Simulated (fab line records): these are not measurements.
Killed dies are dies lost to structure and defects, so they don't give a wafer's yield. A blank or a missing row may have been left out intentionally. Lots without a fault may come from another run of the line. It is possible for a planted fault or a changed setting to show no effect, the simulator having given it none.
Chamber matching || flow sky130 || rie_diel-03 running SKY_PAD_OPEN_ETCH_07: 4 sister chambers
The step etches the open film in CF4/O2, stops on AlCu, target depth 725 nm, time 156.8 s. 4 wafers are shown with their chamber, then 11 later ones without.

## WAFERS PAIRED WITH THEIR CHAMBERS
{"wafer": "L091.1", "chamber": 0, "throttle_valve_pct (%)": 5.964}
{"wafer": "L091.2", "chamber": 3, "throttle_valve_pct (%)": 5.971}
{"wafer": "L091.3", "chamber": 2, "throttle_valve_pct (%)": 5.967}
{"wafer": "L091.4", "chamber": 1, "throttle_valve_pct (%)": 5.960}

## WAFERS WITHOUT THEIR CHAMBER
{"wafer": "L091.5", "throttle_valve_pct (%)": 5.973}
{"wafer": "L091.6", "throttle_valve_pct (%)": 5.981}
{"wafer": "L093.1", "throttle_valve_pct (%)": 5.957}
{"wafer": "L093.2", "throttle_valve_pct (%)": 5.951}
{"wafer": "L093.3", "throttle_valve_pct (%)": 5.971}
{"wafer": "L093.4", "throttle_valve_pct (%)": 5.968}
{"wafer": "L093.5", "throttle_valve_pct (%)": 5.969}
{"wafer": "L093.6", "throttle_valve_pct (%)": 5.979}
{"wafer": "L097.1", "throttle_valve_pct (%)": 5.980}
{"wafer": "L097.3", "throttle_valve_pct (%)": 5.945}
{"wafer": "L097.6", "throttle_valve_pct (%)": 5.975}

## CHAMBER TAKEN BY EACH
{"wafer": "L091.5", "from the rows above": "can't be placed: 3 or 2 or 0 or 1", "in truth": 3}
{"wafer": "L091.6", "from the rows above": "can't be placed: 3 or 2 or 0 or 1", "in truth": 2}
{"wafer": "L093.1", "from the rows above": "can't be placed: 1 or 0 or 2 or 3", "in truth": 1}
{"wafer": "L093.2", "from the rows above": "can't be placed: 1 or 0 or 2 or 3", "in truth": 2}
{"wafer": "L093.3", "from the rows above": "can't be placed: 3 or 2 or 0 or 1", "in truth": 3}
{"wafer": "L093.4", "from the rows above": "can't be placed: 2 or 3 or 0 or 1", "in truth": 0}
{"wafer": "L093.5", "from the rows above": "can't be placed: 3 or 2 or 0 or 1", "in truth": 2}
{"wafer": "L093.6", "from the rows above": "can't be placed: 3 or 2 or 0 or 1", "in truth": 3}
{"wafer": "L097.1", "from the rows above": "can't be placed: 3 or 2 or 0 or 1", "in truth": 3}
{"wafer": "L097.3", "from the rows above": "can't be placed: 1 or 0 or 2 or 3", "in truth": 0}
{"wafer": "L097.6", "from the rows above": "can't be placed: 3 or 2 or 0 or 1", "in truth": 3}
Correctly placed: 0 of 11. These rows do not allow placing 11 (true chamber among the candidates in 11). Placed wrongly: 0.
How it was worked out, from the rows above alone: a wafer's distance from a chamber is the root of the sum, over the readings, of the square of ((its reading less the chamber's mean) divided by the reading's scatter). If the next closest chamber is less than 2 further off than the closest, the wafer can't be placed; otherwise it belongs to the closest. Each chamber's mean is taken over the wafers shown for it. The scatter: with one shown wafer a chamber, the root of the mean of the squares of how far each hidden wafer lies from its nearest shown one.
